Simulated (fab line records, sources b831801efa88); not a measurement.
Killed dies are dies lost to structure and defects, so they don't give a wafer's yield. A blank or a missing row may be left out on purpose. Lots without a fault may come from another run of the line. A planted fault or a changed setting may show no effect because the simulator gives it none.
Which tool did it? | flow sky130 | 24 lots, 72 wafers sampled, at 6 steps of a route of 708

WHAT THE GAUGES READ, wafer by wafer
SKY_SONOS_ONO_OVL_MEAS_14. Usual: SONOS_ONO_OVL 0.1 nm, standard deviation 1.4.
lot  | measured     | on         | SONOS_ONO_OVL (nm) | flag
L074 | day 12 13:54 | overlay-01 | 0.4 1.8 2.0        |
L075 | day 12 22:17 | overlay-01 | -2.1 -1.8 -1.4     |
L076 | day 13 04:50 | overlay-01 | 0.8 -0.3 2.4       |
L077 | day 13 14:59 | overlay-01 | -0.4 -1.2 1.3      |
L078 | day 13 23:36 | overlay-02 | 0.6 0.0 -1.2       |
L079 | day 14 06:44 | overlay-02 | 0.6 -1.5 -1.2      |
L080 | day 14 19:39 | overlay-01 | 0.1 0.1 0.2        |
L081 | day 15 00:30 | overlay-02 | 0.7 1.5 0.9        |
L082 | day 15 13:07 | overlay-02 | -0.4 -0.9 1.3      |
L083 | day 15 18:56 | overlay-02 | 0.9 1.7 3.4        |
L084 | day 15 23:59 | overlay-01 | -1.2 0.9 -1.0      |
L085 | day 16 12:56 | overlay-02 | -0.2 -0.6 -0.8     |
L086 | day 16 19:36 | overlay-01 | -1.1 1.0 0.1       |
L087 | day 17 06:28 | overlay-02 | 0.0 0.2 -1.6       |
L088 | day 17 17:43 | overlay-01 | 1.3 1.4 0.4        |
L089 | day 17 18:59 | overlay-02 | -1.8 -1.6 -2.3     |
L090 | day 18 03:54 | overlay-01 | 1.2 1.3 -1.2       |
L091 | day 18 09:45 | overlay-02 | 1.4 0.1 1.8        |
L092 | day 18 15:23 | overlay-01 | -1.6 -0.7 -0.6     |
L093 | day 19 04:39 | overlay-01 | -2.2 -1.8 -2.1     |
L094 | day 19 11:30 | overlay-02 | 1.4 -0.4 -1.7      |
L095 | day 19 22:14 | overlay-02 | -0.4 -1.4 -0.5     |
L096 | day 20 02:27 | overlay-02 | -0.5 0.1 -0.2      |
L097 | day 20 10:35 | overlay-02 | 2.8 2.3 0.6        |

SKY_SPACER_THK_MEAS_01. Usual: SPACER_CVD_00_THK 43.0 nm, standard deviation 0.4.
lot  | measured     | on            | SPACER_CVD_00_THK (nm) | flag
L074 | day 22 18:59 | film_metro-03 | 42.5 42.5 42.6         |
L075 | day 23 06:05 | film_metro-04 | 42.5 42.7 42.3         |
L076 | day 23 10:22 | film_metro-03 | 42.8 43.1 42.8         |
L077 | day 24 00:48 | film_metro-04 | 43.5 43.1 43.4         |
L078 | day 24 11:01 | film_metro-02 | 42.6 42.8 42.3         |
L079 | day 24 14:58 | film_metro-04 | 42.9 43.0 43.2         |
L080 | day 25 08:04 | film_metro-03 | 42.7 42.8 42.7         |
L081 | day 25 14:42 | film_metro-04 | 43.0 42.7 42.6         |
L082 | day 25 23:04 | film_metro-04 | 43.5 43.4 42.9         |
L083 | day 26 06:40 | film_metro-02 | 42.3 42.7 42.5         |
L084 | day 26 15:06 | film_metro-02 | 42.5 42.5 42.2         |
L085 | day 27 00:17 | film_metro-02 | 43.1 43.7 43.3         |
L086 | day 27 09:50 | film_metro-03 | 42.9 43.2 42.7         |
L087 | day 27 23:18 | film_metro-02 | 43.3 43.8 43.8         |
L088 | day 28 08:35 | film_metro-03 | 42.9 43.0 43.1         |
L089 | day 28 05:59 | film_metro-03 | 43.3 43.4 43.6         |
L090 | day 29 02:58 | film_metro-04 | 43.4 43.1 43.6         |
L091 | day 29 01:45 | film_metro-04 | 43.1 43.1 42.8         |
L092 | day 29 02:58 | film_metro-03 | 43.1 42.9 43.0         |
L093 | day 29 11:45 | film_metro-02 | 43.5 43.1 43.2         |
L094 | day 29 17:17 | film_metro-02 | 42.9 42.6 43.2         |
L095 | day 30 05:42 | film_metro-02 | 43.5 43.6 43.4         |
L096 | day 30 10:23 | film_metro-02 | 43.3 43.1 43.3         |
L097 | day 30 17:55 | film_metro-03 | 42.7 42.9 42.7         |

SKY_SD_N_OVL_MEAS_08. Usual: SD_N_OVL -0.3 nm, standard deviation 1.5.
lot  | measured     | on         | SD_N_OVL (nm)  | flag
L074 | day 27 16:59 | overlay-01 | -0.1 0.1 3.1   |
L075 | day 28 02:50 | overlay-01 | -1.1 -1.2 0.6  |
L076 | day 28 07:07 | overlay-02 | -0.7 -0.9 -0.4 |
L077 | day 28 20:51 | overlay-01 | -1.6 -2.3 -2.6 |
L078 | day 29 06:20 | overlay-01 | -1.7 0.5 1.0   |
L079 | day 29 08:41 | overlay-02 | 1.9 0.6 1.4    |
L080 | day 30 01:24 | overlay-01 | 2.1 0.2 1.9    |
L081 | day 30 09:38 | overlay-01 | 2.5 0.2 -0.6   |
L082 | day 30 15:31 | overlay-02 | 1.0 0.7 0.7    |
L083 | day 30 23:41 | overlay-01 | -1.0 -1.3 -1.5 |
L084 | day 31 07:33 | overlay-02 | -2.8 -1.5 -1.7 |
L085 | day 31 16:42 | overlay-01 | -0.3 -0.7 -0.3 |
L086 | day 32 01:45 | overlay-02 | -0.8 -1.1 0.3  |
L087 | day 32 15:21 | overlay-01 | -2.8 -2.5 -2.9 |
L088 | day 32 22:25 | overlay-02 | 1.1 -1.4 -1.5  |
L089 | day 32 20:41 | overlay-01 | -3.2 -1.7 -2.1 |
L090 | day 33 18:38 | overlay-01 | -1.3 -3.6 -0.9 |
L091 | day 33 15:50 | overlay-01 | -0.7 0.2 -0.5  |
L092 | day 33 18:02 | overlay-02 | 1.1 -1.8 0.7   |
L093 | day 34 01:00 | overlay-01 | 2.3 -0.1 -0.8  |
L094 | day 34 08:23 | overlay-02 | 0.0 1.5 0.2    |
L095 | day 34 18:24 | overlay-01 | 1.2 -0.5 -1.0  |
L096 | day 34 21:12 | overlay-01 | -0.4 -2.1 0.5  |
L097 | day 35 05:32 | overlay-02 | 0.7 2.0 2.1    |

WHICH TOOL RAN EACH LOT (tool, then ch and the chambers of the sampled wafers, then the start)
lot  | SKY_NWELL_RTA_28                 | SKY_POLY_CUT_ETCH_11               | SKY_SD_P_STRIP_10
L074 | rtp_anneal-01 ch 0, day 5 03:32  | rie_diel-03 ch 0,2,3, day 24 01:22 | plasma_asher-03 ch 0,1, day 25 07:35
L075 | rtp_anneal-01 ch 0, day 5 12:28  | rie_diel-03 ch 2,3, day 24 12:40   | plasma_asher-02 ch 0,1, day 25 17:32
L076 | rtp_anneal-02 ch 0, day 5 17:58  | rie_diel-02 ch 0,2,3, day 24 16:34 | plasma_asher-03 ch 0,1, day 25 21:13
L077 | rtp_anneal-01 ch 0, day 6 00:26  | rie_diel-02 ch 0,1,2, day 25 07:10 | plasma_asher-02 ch 0,1, day 26 12:46
L078 | rtp_anneal-01 ch 0, day 6 07:05  | rie_diel-02 ch 1,3, day 25 16:19   | plasma_asher-03 ch 0,1, day 26 21:17
L079 | rtp_anneal-02 ch 0, day 6 10:58  | rie_diel-03 ch 2,3, day 25 19:46   | plasma_asher-02 ch 0,1, day 27 00:55
L080 | rtp_anneal-02 ch 0, day 6 20:49  | rie_diel-03 ch 1,2, day 26 13:34   | plasma_asher-01 ch 0,1, day 27 17:47
L081 | rtp_anneal-01 ch 0, day 6 23:23  | rie_diel-03 ch 0,2,3, day 26 20:01 | plasma_asher-01 ch 0,1, day 28 00:58
L082 | rtp_anneal-02 ch 0, day 7 10:28  | rie_diel-02 ch 1,2, day 27 03:46   | plasma_asher-03 ch 0,1, day 28 08:18
L083 | rtp_anneal-02 ch 0, day 7 16:16  | rie_diel-02 ch 1,2,3, day 27 11:20 | plasma_asher-01 ch 0,1, day 28 15:26
L084 | rtp_anneal-01 ch 0, day 7 19:00  | rie_diel-02 ch 0,1,2, day 27 19:55 | plasma_asher-01 ch 0,1, day 29 00:02
L085 | rtp_anneal-02 ch 0, day 8 03:44  | rie_diel-03 ch 0,2, day 28 04:37   | plasma_asher-01 ch 0,1, day 29 08:21
L086 | rtp_anneal-01 ch 0, day 8 07:04  | rie_diel-02 ch 0,1,3, day 28 14:16 | plasma_asher-03 ch 0,1, day 29 18:20
L087 | rtp_anneal-02 ch 0, day 8 17:04  | rie_diel-02 ch 0,1,3, day 29 03:47 | plasma_asher-03 ch 0,1, day 30 08:18
L088 | rtp_anneal-02 ch 0, day 9 01:10  | rie_diel-03 ch 1,2, day 29 12:01   | plasma_asher-02 ch 0,1, day 30 16:10
L089 | rtp_anneal-01 ch 0, day 9 02:23  | rie_diel-02 ch 0,2,3, day 29 09:58 | plasma_asher-01 ch 0,1, day 30 13:54
L090 | rtp_anneal-01 ch 0, day 9 10:02  | rie_diel-02 ch 1,2,3, day 30 07:16 | plasma_asher-03 ch 0,1, day 31 11:04
L091 | rtp_anneal-02 ch 0, day 9 13:38  | rie_diel-02 ch 0,1, day 30 06:04   | plasma_asher-01 ch 0,1, day 31 10:14
L092 | rtp_anneal-01 ch 0, day 9 18:19  | rie_diel-01 ch 0,1, day 30 06:55   | plasma_asher-02 ch 0,1, day 31 10:46
L093 | rtp_anneal-02 ch 0, day 10 03:33 | rie_diel-02 ch 0,1, day 30 15:55   | plasma_asher-03 ch 0,1, day 31 19:43
L094 | rtp_anneal-02 ch 0, day 10 10:29 | rie_diel-03 ch 0,1,2, day 30 23:10 | plasma_asher-03 ch 0,1, day 32 02:56
L095 | rtp_anneal-01 ch 0, day 10 15:55 | rie_diel-02 ch 0,1, day 31 09:40   | plasma_asher-02 ch 0,1, day 32 13:02
L096 | rtp_anneal-01 ch 0, day 10 20:39 | rie_diel-01 ch 0,1,2, day 31 13:19 | plasma_asher-01 ch 0,1, day 32 16:11
L097 | rtp_anneal-02 ch 0, day 11 02:52 | rie_diel-03 ch 0,1,2, day 31 20:49 | plasma_asher-01 ch 0,1, day 33 00:20
- SKY_NWELL_RTA_28: time 30 s.
- SKY_POLY_CUT_ETCH_11: etches Si3N4 in CF4/CH2F2/Ar, stops on poly-Si, time 42.5 s, target depth 60 nm.
- SKY_SD_P_STRIP_10: strips in O2/N2.

WHAT THE TOOLS THEMSELVES READ (means of the sampled wafers that have a number; where no wafer has one, the mark that the record gives instead)
SKY_NWELL_RTA_28. Usual: lamp_power_pct 25.30 %, standard deviation 0.053; wafer_temp_C_max 1054.8, standard deviation 1.
lot  | tool          | lamp_power_pct (%) | wafer_temp_C_max | flag
L074 | rtp_anneal-01 | 25.29              | 1055.0           |
L075 | rtp_anneal-01 | 25.32              | 1054.8           |
L076 | rtp_anneal-02 | 25.30              | 1054.6           |
L077 | rtp_anneal-01 | 25.33              | 1054.8           |
L078 | rtp_anneal-01 | 25.33              | 1055.2           |
L079 | rtp_anneal-02 | 25.31              | 1054.6           |
L080 | rtp_anneal-02 | 25.31              | 1054.5           |
L081 | rtp_anneal-01 | 25.24              | 1054.3           |
L082 | rtp_anneal-02 | 25.25              | 1054.5           |
L083 | rtp_anneal-02 | 25.29              | 1054.7           |
L084 | rtp_anneal-01 | 25.27              | 1055.0           |
L085 | rtp_anneal-02 | 25.35              | 1054.2           |
L086 | rtp_anneal-01 | 25.27              | 1054.6           |
L087 | rtp_anneal-02 | 25.34              | 1055.1           |
L088 | rtp_anneal-02 | 25.30              | 1054.7           |
L089 | rtp_anneal-01 | 25.27              | 1055.2           |
L090 | rtp_anneal-01 | 25.32              | 1055.4           |
L091 | rtp_anneal-02 | 25.28              | 1055.3           |
L092 | rtp_anneal-01 | 25.29              | 1056.7           |
L093 | rtp_anneal-02 | 25.28              | 1054.7           |
L094 | rtp_anneal-02 | 25.27              | 1054.1           |
L095 | rtp_anneal-01 | 25.32              | 1055.7           |
L096 | rtp_anneal-01 | 25.27              | 1054.7           |
L097 | rtp_anneal-02 | 25.32              | 1054.3           |

SKY_POLY_CUT_ETCH_11. Usual: cf4_flow_sccm 40.01 sccm, standard deviation 0.13; drypump_motor_current_A 5.5 A, standard deviation 0.54; oes_product_au 0.828 a.u., standard deviation 0.0075; throttle_valve_pct 14.995 %, standard deviation 0.0098.
lot  | tool        | cf4_flow_sccm (sccm) | drypump_motor_current_A (A) | oes_product_au (a.u.) | throttle_valve_pct (%) | flag
L074 | rie_diel-03 | 39.97                | 5.1                         | 0.822                 | 14.993                 |
L075 | rie_diel-03 | 40.08                | 5.1                         | 0.830                 | 14.990                 |
L076 | rie_diel-02 | 39.99                | 5.6                         | 0.818                 | 14.991                 |
L077 | rie_diel-02 | 39.92                | 6.0                         | 0.826                 | 14.997                 |
L078 | rie_diel-02 | 40.04                | 5.7                         | 0.820                 | 14.993                 |
L079 | rie_diel-03 | 40.10                | 5.1                         | 0.828                 | 14.989                 |
L080 | rie_diel-03 | 40.08                | 5.0                         | 0.835                 | 15.003                 |
L081 | rie_diel-03 | 40.03                | 5.1                         | 0.833                 | 15.002                 |
L082 | rie_diel-02 | 40.11                | 6.2                         | 0.823                 | 14.985                 |
L083 | rie_diel-02 | 40.08                | 5.8                         | 0.827                 | 15.003                 |
L084 | rie_diel-02 | 39.92                | 5.9                         | 0.828                 | 15.009                 |
L085 | rie_diel-03 | 39.89                | 5.0                         | 0.833                 | 15.002                 |
L086 | rie_diel-02 | 40.00                | 5.5                         | 0.825                 | 14.996                 |
L087 | rie_diel-02 | 40.02                | 5.5                         | 0.838                 | 14.999                 |
L088 | rie_diel-03 | 39.94                | 4.9                         | 0.822                 | 14.990                 |
L089 | rie_diel-02 | 40.07                | 5.6                         | 0.828                 | 14.994                 |
L090 | rie_diel-02 | 39.99                | 5.8                         | 0.817                 | 14.997                 |
L091 | rie_diel-02 | 39.96                | 5.8                         | 0.823                 | 14.998                 |
L092 | rie_diel-01 | 39.92                | 5.9                         | 0.840                 | 14.987                 |
L093 | rie_diel-02 | 40.11                | 5.7                         | 0.829                 | 14.993                 |
L094 | rie_diel-03 | 40.12                | 5.0                         | 0.831                 | 15.006                 |
L095 | rie_diel-02 | 39.97                | 5.7                         | 0.823                 | 14.999                 |
L096 | rie_diel-01 | 40.01                | 5.6                         | 0.830                 | 14.990                 |
L097 | rie_diel-03 | 40.08                | 5.0                         | 0.809                 | 14.983                 |

SKY_SD_P_STRIP_10. Usual: drypump_motor_current_A 6.26 A, standard deviation 0.2; n2_flow_sccm 299.8 sccm, standard deviation 0.88; oes_product_au 0.618 a.u., standard deviation 0.0049; strip_time_to_endpoint_s 17.52 s, standard deviation 0.043.
lot  | tool            | drypump_motor_current_A (A) | n2_flow_sccm (sccm) | oes_product_au (a.u.) | strip_time_to_endpoint_s (s) | flag
L074 | plasma_asher-03 | 6.23                        | 299.1               | 0.616                 | 17.53                        |
L075 | plasma_asher-02 | 6.29                        | 300.3               | 0.616                 | 17.54                        |
L076 | plasma_asher-03 | 6.22                        | 299.6               | 0.621                 | 17.56                        |
L077 | plasma_asher-02 | 6.28                        | 300.2               | 0.619                 | 17.54                        |
L078 | plasma_asher-03 | 6.22                        | 298.9               | 0.620                 | 17.53                        |
L079 | plasma_asher-02 | 6.27                        | 299.5               | 0.618                 | 17.44                        |
L080 | plasma_asher-01 | 6.16                        | 300.0               | 0.619                 | 17.54                        |
L081 | plasma_asher-01 | 6.16                        | 300.3               | 0.623                 | 17.52                        |
L082 | plasma_asher-03 | 6.24                        | 299.5               | 0.616                 | 17.53                        |
L083 | plasma_asher-01 | 6.27                        | 299.8               | 0.612                 | 17.46                        |
L084 | plasma_asher-01 | 6.14                        | 300.1               | 0.620                 | 17.47                        |
L085 | plasma_asher-01 | 6.16                        | 300.3               | 0.617                 | 17.53                        |
L086 | plasma_asher-03 | 6.22                        | 299.9               | 0.611                 | 17.58                        |
L087 | plasma_asher-03 | 6.22                        | 300.3               | 0.622                 | 17.45                        |
L088 | plasma_asher-02 | 6.29                        | 298.9               | 0.617                 | 17.54                        |
L089 | plasma_asher-01 | 6.26                        | 299.8               | 0.616                 | 17.58                        |
L090 | plasma_asher-03 | 6.24                        | 299.7               | 0.618                 | 17.46                        |
L091 | plasma_asher-01 | 6.26                        | 299.4               | 0.618                 | 17.47                        |
L092 | plasma_asher-02 | 6.27                        | 300.0               | 0.619                 | 17.58                        |
L093 | plasma_asher-03 | 6.25                        | 298.3               | 0.621                 | 17.52                        |
L094 | plasma_asher-03 | 6.26                        | 299.8               | 0.619                 | 17.54                        |
L095 | plasma_asher-02 | 6.26                        | 300.5               | 0.618                 | 17.55                        |
L096 | plasma_asher-01 | 6.25                        | 299.8               | 0.621                 | 17.55                        |
L097 | plasma_asher-01 | 6.28                        | 300.4               | 0.621                 | 17.51                        |

THE ANSWER, worked out from the rows above alone
Rule: a lot is off if the mean of its wafers that have a number lies more than 3 standard deviations from the usual mean. A lot without any number at a reading at which 4 lots or more have one is off too. The other lots that the step has rows for count as sound. The gauges are gone through in route order, then the tools' own readings, and for those a lot's mean is taken as printed above. The first step at which some lot is off is used, and at that step the reading that is off furthest; a lot without a number counts as furthest.
No lot is off at any reading shown: from this, nothing can be told.

WHAT THE SIMULATOR HAD PUT IN
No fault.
